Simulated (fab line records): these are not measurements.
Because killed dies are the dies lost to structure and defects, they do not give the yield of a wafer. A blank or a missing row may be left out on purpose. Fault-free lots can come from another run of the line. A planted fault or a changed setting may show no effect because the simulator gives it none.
Which tool did it? / flow sky130 / 14 lots with 42 wafers sampled at 5 steps, on a route of 708 steps

WHAT THE GAUGES SHOWED, per wafer
SKY_VIA3_BOW_MEAS_03.
lot=L671; measured=day 40 00:41; on=film metro-01; VIA3_BOW (um)=81 83 77
lot=L672; measured=day 40 14:33; on=film metro-03; VIA3_BOW (um)=88 75 86
lot=L673; measured=day 40 21:14; on=film metro-01; VIA3_BOW (um)=80 77 79
lot=L677; measured=day 42 00:32; on=film metro-01; VIA3_BOW (um)=96 88 94
lot=L679; measured=day 42 14:51; on=film metro-03; VIA3_BOW (um)=139 127 137
lot=L680; measured=day 42 21:25; on=film metro-03; VIA3_BOW (um)=146 142 158
lot=L682; measured=day 43 07:19; on=film metro-01; VIA3_BOW (um)=65 70 80
lot=L686; measured=day 44 15:44; on=film metro-04; VIA3_BOW (um)=74 74 78
lot=L687; measured=day 44 16:19; on=film metro-04; VIA3_BOW (um)=83 97 84
lot=L688; measured=day 44 20:38; on=film metro-01; VIA3_BOW (um)=67 79 84
lot=L689; measured=day 45 03:49; on=film metro-01; VIA3_BOW (um)=80 89 86
lot=L690; measured=day 45 12:42; on=film metro-04; VIA3_BOW (um)=88 95 83
lot=L691; measured=day 45 14:02; on=film metro-04; VIA3_BOW (um)=63 82 83
lot=L692; measured=day 45 17:59; on=film metro-04; VIA3_BOW (um)=78 73 72

SKY_VIA3_OVL_MEAS_13.
lot=L671; measured=day 41 01:44; on=overlay-01; VIA3_OVL (nm)=-6 -4 -10
lot=L672; measured=day 41 15:58; on=overlay-01; VIA3_OVL (nm)=7 0 -6
lot=L673; measured=day 41 21:58; on=overlay-01; VIA3_OVL (nm)=-6 1 -7
lot=L677; measured=day 43 00:41; on=overlay-02; VIA3_OVL (nm)=-8 2 -6
lot=L679; measured=day 43 14:32; on=overlay-01; VIA3_OVL (nm)=3 3 5
lot=L680; measured=day 43 20:59; on=overlay-01; VIA3_OVL (nm)=1 3 -6
lot=L682; measured=day 44 07:41; on=overlay-02; VIA3_OVL (nm)=-4 1 -3
lot=L686; measured=day 45 14:44; on=overlay-01; VIA3_OVL (nm)=0 2 -4
lot=L687; measured=day 45 16:03; on=overlay-02; VIA3_OVL (nm)=0 -10 2
lot=L688; measured=day 45 19:08; on=overlay-01; VIA3_OVL (nm)=-11 -9 -11
lot=L689; measured=day 46 02:08; on=overlay-02; VIA3_OVL (nm)=1 0 1
lot=L690; measured=day 46 10:56; on=overlay-02; VIA3_OVL (nm)=0 0 1
lot=L691; measured=day 46 11:30; on=overlay-02; VIA3_OVL (nm)=-5 -1 1
lot=L692; measured=day 46 15:41; on=overlay-02; VIA3_OVL (nm)=6 0 2

WHICH TOOL RAN EACH LOT (tool, then ch and the chambers of the sampled wafers, then the start)
lot=L671; SKY_VIA2_CMP_24=cmp-01 ch 0,3, day 37 18:49; SKY_METAL3_SPUTTER_02=pvd sputter-03, day 37 19:11; SKY_VIA3_CMP_02=cmp-02 ch 1,2, day 40 00:23
lot=L672; SKY_VIA2_CMP_24=cmp-02 ch 0,1,2, day 38 08:34; SKY_METAL3_SPUTTER_02=pvd sputter-03, day 38 08:52; SKY_VIA3_CMP_02=cmp-02 ch 0,3, day 40 14:15
lot=L673; SKY_VIA2_CMP_24=cmp-02 ch 0,1,3, day 38 16:22; SKY_METAL3_SPUTTER_02=pvd sputter-04, day 38 16:37; SKY_VIA3_CMP_02=cmp-01 ch 0,2, day 40 20:59
lot=L677; SKY_VIA2_CMP_24=cmp-01 ch 0,1,3, day 39 20:35; SKY_METAL3_SPUTTER_02=pvd sputter-01, day 39 20:56; SKY_VIA3_CMP_02=cmp-02 ch 1,2,3, day 42 00:14
lot=L679; SKY_VIA2_CMP_24=cmp-01 ch 2,3, day 40 10:26; SKY_METAL3_SPUTTER_02=pvd sputter-03, day 40 10:47; SKY_VIA3_CMP_02=cmp-01 ch 0,2, day 42 14:32
lot=L680; SKY_VIA2_CMP_24=cmp-02 ch 0,1,2, day 40 17:29; SKY_METAL3_SPUTTER_02=pvd sputter-04, day 40 17:47; SKY_VIA3_CMP_02=cmp-01 ch 0,2,3, day 42 21:07
lot=L682; SKY_VIA2_CMP_24=cmp-02 ch 1,2,3, day 41 03:20; SKY_METAL3_SPUTTER_02=pvd sputter-01, day 41 03:35; SKY_VIA3_CMP_02=cmp-01 ch 2,3, day 43 07:04
lot=L686; SKY_VIA2_CMP_24=cmp-01 ch 1,2,3, day 42 14:14; SKY_METAL3_SPUTTER_02=pvd sputter-01, day 42 14:35; SKY_VIA3_CMP_02=cmp-02 ch 0,1,3, day 44 15:32
lot=L687; SKY_VIA2_CMP_24=cmp-01 ch 0,3, day 42 15:08; SKY_METAL3_SPUTTER_02=pvd sputter-03, day 42 15:29; SKY_VIA3_CMP_02=cmp-02 ch 0,3, day 44 15:59
lot=L688; SKY_VIA2_CMP_24=cmp-02 ch 0,1,2, day 42 20:38; SKY_METAL3_SPUTTER_02=pvd sputter-03, day 42 20:56; SKY_VIA3_CMP_02=cmp-01 ch 1,2, day 44 20:20
lot=L689; SKY_VIA2_CMP_24=cmp-01 ch 0,2,3, day 43 03:19; SKY_METAL3_SPUTTER_02=pvd sputter-01, day 43 03:40; SKY_VIA3_CMP_02=cmp-02 ch 0,1,2, day 45 03:34
lot=L690; SKY_VIA2_CMP_24=cmp-01 ch 0,1,2, day 43 11:52; SKY_METAL3_SPUTTER_02=pvd sputter-01, day 43 12:10; SKY_VIA3_CMP_02=cmp-02 ch 0,3, day 45 12:27
lot=L691; SKY_VIA2_CMP_24=cmp-02 ch 0,1,2, day 43 13:31; SKY_METAL3_SPUTTER_02=pvd sputter-03, day 43 13:43; SKY_VIA3_CMP_02=cmp-02 ch 1,2,3, day 45 13:51
lot=L692; SKY_VIA2_CMP_24=cmp-02 ch 1,2,3, day 43 17:16; SKY_METAL3_SPUTTER_02=pvd sputter-03, day 43 17:31; SKY_VIA3_CMP_02=cmp-01 ch 0,2,3, day 45 17:40
- SKY_VIA2_CMP_24: polishes, stops on SiO2, t overpolish 20 s, target thk 0 nm.
- SKY_METAL3_SPUTTER_02: material AlCu, target thk 735 nm, time 39.1 s.
- SKY_VIA3_CMP_02: polishes SiO2.

WHAT THE TOOLS THEMSELVES READ (means of the sampled wafers that have a number; where no wafer has one, the mark that the record gives instead)
SKY_VIA2_CMP_24.
lot=L671; tool=cmp-01; edge zone pressure frac=1.002; head pressure psi (psi)=3.503; motor current A (A)=11.4; overpolish run s (s)=20.002; slurry filter dp kPa (kPa)=13.39; slurry flow ml min=150.4; time to endpoint s (s)=105.5
lot=L672; tool=cmp-02; edge zone pressure frac=1.002; head pressure psi (psi)=3.494; motor current A (A)=10.2; overpolish run s (s)=20.002; slurry filter dp kPa (kPa)=13.50; slurry flow ml min=149.8; time to endpoint s (s)=103.4
lot=L673; tool=cmp-02; edge zone pressure frac=1.002; head pressure psi (psi)=3.498; motor current A (A)=11.3; overpolish run s (s)=20.004; slurry filter dp kPa (kPa)=13.56; slurry flow ml min=150.2; time to endpoint s (s)=102.0
lot=L677; tool=cmp-01; edge zone pressure frac=1.003; head pressure psi (psi)=3.493; motor current A (A)=11.3; overpolish run s (s)=20.006; slurry filter dp kPa (kPa)=13.57; slurry flow ml min=150.0; time to endpoint s (s)=105.5
lot=L679; tool=cmp-01; edge zone pressure frac=1.000; head pressure psi (psi)=3.496; motor current A (A)=12.0; overpolish run s (s)=19.999; slurry filter dp kPa (kPa)=13.49; slurry flow ml min=149.8; time to endpoint s (s)=104.8
lot=L680; tool=cmp-02; edge zone pressure frac=1.001; head pressure psi (psi)=3.502; motor current A (A)=10.6; overpolish run s (s)=20.003; slurry filter dp kPa (kPa)=13.52; slurry flow ml min=150.0; time to endpoint s (s)=101.2
lot=L682; tool=cmp-02; edge zone pressure frac=0.999; head pressure psi (psi)=3.501; motor current A (A)=12.2; overpolish run s (s)=20.002; slurry filter dp kPa (kPa)=13.58; slurry flow ml min=150.1; time to endpoint s (s)=102.8
lot=L686; tool=cmp-01; edge zone pressure frac=0.999; head pressure psi (psi)=3.496; motor current A (A)=11.3; overpolish run s (s)=20.011; slurry filter dp kPa (kPa)=13.60; slurry flow ml min=150.1; time to endpoint s (s)=102.7
lot=L687; tool=cmp-01; edge zone pressure frac=1.002; head pressure psi (psi)=3.500; motor current A (A)=11.6; overpolish run s (s)=19.991; slurry filter dp kPa (kPa)=13.45; slurry flow ml min=150.0; time to endpoint s (s)=101.9
lot=L688; tool=cmp-02; edge zone pressure frac=1.003; head pressure psi (psi)=3.500; motor current A (A)=10.5; overpolish run s (s)=19.996; slurry filter dp kPa (kPa)=13.33; slurry flow ml min=150.3; time to endpoint s (s)=103.6
lot=L689; tool=cmp-01; edge zone pressure frac=0.997; head pressure psi (psi)=3.503; motor current A (A)=11.7; overpolish run s (s)=20.005; slurry filter dp kPa (kPa)=13.41; slurry flow ml min=150.2; time to endpoint s (s)=109.0
lot=L690; tool=cmp-01; edge zone pressure frac=1.002; head pressure psi (psi)=3.495; motor current A (A)=11.2; overpolish run s (s)=19.996; slurry filter dp kPa (kPa)=13.41; slurry flow ml min=149.8; time to endpoint s (s)=103.4
lot=L691; tool=cmp-02; edge zone pressure frac=1.002; head pressure psi (psi)=3.499; motor current A (A)=10.5; overpolish run s (s)=19.998; slurry filter dp kPa (kPa)=13.62; slurry flow ml min=150.0; time to endpoint s (s)=106.7
lot=L692; tool=cmp-02; edge zone pressure frac=1.003; head pressure psi (psi)=3.498; motor current A (A)=12.1; overpolish run s (s)=19.991; slurry filter dp kPa (kPa)=13.45; slurry flow ml min=150.0; time to endpoint s (s)=103.1

SKY_METAL3_SPUTTER_02.
lot=L671; tool=pvd sputter-03; throttle valve pct (%)=30.1
lot=L672; tool=pvd sputter-03; throttle valve pct (%)=30.0
lot=L673; tool=pvd sputter-04; throttle valve pct (%)=29.4
lot=L677; tool=pvd sputter-01; throttle valve pct (%)=30.5
lot=L679; tool=pvd sputter-03; throttle valve pct (%)=29.9
lot=L680; tool=pvd sputter-04; throttle valve pct (%)=29.5
lot=L682; tool=pvd sputter-01; throttle valve pct (%)=30.7
lot=L686; tool=pvd sputter-01; throttle valve pct (%)=29.7
lot=L687; tool=pvd sputter-03; throttle valve pct (%)=30.0
lot=L688; tool=pvd sputter-03; throttle valve pct (%)=29.5
lot=L689; tool=pvd sputter-01; throttle valve pct (%)=30.7
lot=L690; tool=pvd sputter-01; throttle valve pct (%)=30.6
lot=L691; tool=pvd sputter-03; throttle valve pct (%)=29.8
lot=L692; tool=pvd sputter-03; throttle valve pct (%)=29.9

SKY_VIA3_CMP_02.
lot=L671; tool=cmp-02; edge zone pressure frac=1.000; head pressure psi (psi)=4.004; motor current A (A)=12.4; slurry filter dp kPa (kPa)=13.50; slurry flow ml min=149.8
lot=L672; tool=cmp-02; edge zone pressure frac=1.002; head pressure psi (psi)=3.987; motor current A (A)=10.9; slurry filter dp kPa (kPa)=13.53; slurry flow ml min=149.8
lot=L673; tool=cmp-01; edge zone pressure frac=1.004; head pressure psi (psi)=4.000; motor current A (A)=11.9; slurry filter dp kPa (kPa)=13.45; slurry flow ml min=149.6
lot=L677; tool=cmp-02; edge zone pressure frac=1.004; head pressure psi (psi)=4.003; motor current A (A)=12.9; slurry filter dp kPa (kPa)=13.47; slurry flow ml min=150.1
lot=L679; tool=cmp-01; edge zone pressure frac=-; head pressure psi (psi)=-; motor current A (A)=-; slurry filter dp kPa (kPa)=-; slurry flow ml min=-
lot=L680; tool=cmp-01; edge zone pressure frac=-; head pressure psi (psi)=-; motor current A (A)=-; slurry filter dp kPa (kPa)=-; slurry flow ml min=-
lot=L682; tool=cmp-01; edge zone pressure frac=1.001; head pressure psi (psi)=4.003; motor current A (A)=12.5; slurry filter dp kPa (kPa)=13.55; slurry flow ml min=150.2
lot=L686; tool=cmp-02; edge zone pressure frac=0.998; head pressure psi (psi)=4.002; motor current A (A)=11.8; slurry filter dp kPa (kPa)=13.55; slurry flow ml min=150.3
lot=L687; tool=cmp-02; edge zone pressure frac=0.999; head pressure psi (psi)=3.999; motor current A (A)=11.0; slurry filter dp kPa (kPa)=13.51; slurry flow ml min=150.3
lot=L688; tool=cmp-01; edge zone pressure frac=1.002; head pressure psi (psi)=3.998; motor current A (A)=12.4; slurry filter dp kPa (kPa)=13.58; slurry flow ml min=149.8
lot=L689; tool=cmp-02; edge zone pressure frac=1.004; head pressure psi (psi)=4.002; motor current A (A)=11.3; slurry filter dp kPa (kPa)=13.58; slurry flow ml min=149.7
lot=L690; tool=cmp-02; edge zone pressure frac=0.994; head pressure psi (psi)=3.992; motor current A (A)=12.9; slurry filter dp kPa (kPa)=13.61; slurry flow ml min=149.9
lot=L691; tool=cmp-02; edge zone pressure frac=0.998; head pressure psi (psi)=4.000; motor current A (A)=13.5; slurry filter dp kPa (kPa)=13.47; slurry flow ml min=150.3
lot=L692; tool=cmp-01; edge zone pressure frac=1.000; head pressure psi (psi)=3.996; motor current A (A)=12.5; slurry filter dp kPa (kPa)=13.55; slurry flow ml min=150.3

THE ANSWER, worked out from the rows above alone
Rule: the usual values come from the lots themselves. The widest of any qualifying gaps counts: lots, ordered by their means at a reading, are off when they make up no more than a third of the lots, leave a main group of 4 or more, and stand apart from it by 3 or more times the standard deviation of that group's means. Not used: any main group whose means are identical at the precision the tables above print for the reading. Also off: a lot with no number at a reading for which 4 or more lots have one. The other lots that the step has rows for count as sound. The gauges are gone through in route order, then the tools' own readings, and for those a lot's mean is taken as printed above. The first step at which some lot is off is used, and at that step the reading that is off furthest; a lot without a number counts as furthest.
Off: L679, L680, seen at SKY_VIA3_BOW_MEAS_03 (VIA3_BOW). The main group: mean 81 um, standard deviation 6.3.
If a tool, at a process step before that reading, ran all the lots that are off and no sound lot after the first of them, it fits. The gauges at SKY_VIA3_BOW_MEAS_03 aren't tried: what is off there is off at SKY_VIA3_CMP_02 too, on other tools, and a gauge's error can't cause that. None of those tried fits.

WHAT THE SIMULATOR PUT IN
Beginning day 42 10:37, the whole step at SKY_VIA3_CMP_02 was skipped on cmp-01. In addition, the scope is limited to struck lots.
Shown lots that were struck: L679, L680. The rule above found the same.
